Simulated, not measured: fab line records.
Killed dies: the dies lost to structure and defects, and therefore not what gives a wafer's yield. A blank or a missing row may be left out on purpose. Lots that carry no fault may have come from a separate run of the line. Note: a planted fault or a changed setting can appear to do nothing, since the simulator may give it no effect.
Lot-split experiment -- flow sky130 -- 23 wafers read from 5 lots, route of 708 steps

ABOUT THE SPLIT
At SKY_LI_CONTACT_EXPOSE_09 (exposes mask LICM1, target cd 170 nm), the setting dose_mj was moved away from the recipe's 38 on 6 of the 23 wafers read, by +3.1% to +6.5%. This setting was run at the recipe's value on the other wafers.

FROM THE SPLIT TO THE READING: what the file shows between them, 2 steps
- SKY_LI_CONTACT_PEB_10
- SKY_LI_CONTACT_DEVELOP_11: develop time 60 s

THE READING
Shown in nm: cd_nm at SKY_LI_CONTACT_CD_MEAS_12, with target cd 170 nm. A value of 170.0 nm with a standard deviation of 1.2 nm is what fault-free wafers of this fab line usually give.

wafer,"tool, chamber at the split",dose_mj as run,against the recipe,"cd_nm, nm",against lot-mates on the recipe
L077.1,"krf_scanner-02, 0",38,recipe,172.6,-
L077.2,"krf_scanner-02, 0",38,recipe,172.3,-
L077.3,"krf_scanner-02, 0",38,recipe,172.0,-
L077.4,"krf_scanner-02, 0",38,recipe,171.8,-
L077.6,"krf_scanner-02, 0",38,recipe,172.0,-
L074.1,"krf_scanner-02, 0",38,recipe,167.9,-
L074.4,"krf_scanner-02, 0",38,recipe,168.9,-
L074.5,"krf_scanner-02, 0",38,recipe,170.7,-
L078.1,"krf_scanner-02, 0",38,recipe,170.0,-
L078.2,"krf_scanner-02, 0",38,recipe,169.4,-
L078.3,"krf_scanner-02, 0",38,recipe,169.8,-
L078.4,"krf_scanner-02, 0",38,recipe,170.0,-
L078.5,"krf_scanner-02, 0",38,recipe,170.0,-
L082.1,"krf_scanner-01, 0",38,recipe,169.8,-
L082.2,"krf_scanner-01, 0",38,recipe,169.0,-
L082.3,"krf_scanner-01, 0",39.17,+3.1%,177.2,+7.8
L082.4,"krf_scanner-01, 0",39.17,+3.1%,175.3,+5.9
L082.5,"krf_scanner-01, 0",39.17,+3.1%,175.0,+5.6
L083.1,"krf_scanner-02, 0",40.47,+6.5%,183.2,+12.2
L083.2,"krf_scanner-02, 0",38,recipe,170.1,-
L083.4,"krf_scanner-02, 0",38,recipe,171.8,-
L083.5,"krf_scanner-02, 0",40.47,+6.5%,181.7,+10.8
L083.6,"krf_scanner-02, 0",40.47,+6.5%,182.8,+11.9

THE FIT
A straight line over all 23 wafers: cd_nm changes by +1.84 nm for each +1% of dose_mj; r = +0.96; the points scatter about the line by 1.3 nm.
The same after taking each lot's own level away (the mean of its wafers on the recipe; 23 wafers): +1.83 nm for each +1%; r = +0.98; scatter 0.77 nm.
The reading moves by 12 nm for the largest change in dose_mj, on that fit.
From 169.17 to 172.14 nm: that is the span of the lots' own levels, equal to 2.5 times the standard deviation above.
Consequently the slope shifts little with the lot-to-lot level, the two slopes agreeing.
Check: +11.9 nm against its lot-mates is what the line predicts for one of the wafers moved furthest among these (+6.5%) when that wafer is left out of the fit. Against them it came out at +12.2 nm.

OTHER SPLITS APPLIED TO THESE WAFERS
Note: prior to the reading, these wafers also went through further splits. Each is held against what the fit with the lots' levels taken away leaves over:
other split on the same wafers,wafers away from the commonest value,r with cd_nm (lot level and that fit taken away)
SKY_SD_N_IMPLANT_09 energy_kev,10,+0.33
SKY_SALICIDE_CLEAN_00 time_s,15,+0.16
SKY_LI_CONTACT_CMP_02 leave_above_ref_nm,7,-0.12

THE WHOLE CHAIN: every reading that the file lists as answering this split, in the file's order
step,what it does,reading,change (the file's fit),r (the file's)
SKY_LI_CONTACT_CD_MEAS_12,target cd 170 nm,cd_nm,+1.84 nm for each +1% of the setting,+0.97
SKY_LI_CONTACT_ETCH_14,"etches BARC in N2/H2, stops on SiO2, time 45.9 s, target depth 60 nm","LI_CONTACT.cd_nm (the simulator's own value, which no gauge read)",+1.97 nm for each +1% of the setting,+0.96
SKY_LI_CONTACT_ETCH_15,"etches PSG in C4F8/O2/Ar, stops on Si, target depth 600 nm","LI_CONTACT.cd_nm (the simulator's own value, which no gauge read)",+1.88 nm for each +1% of the setting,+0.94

FILE'S OWN FIT
cd_nm changes by +1.84 nm for each +1% of dose_mj, r = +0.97.
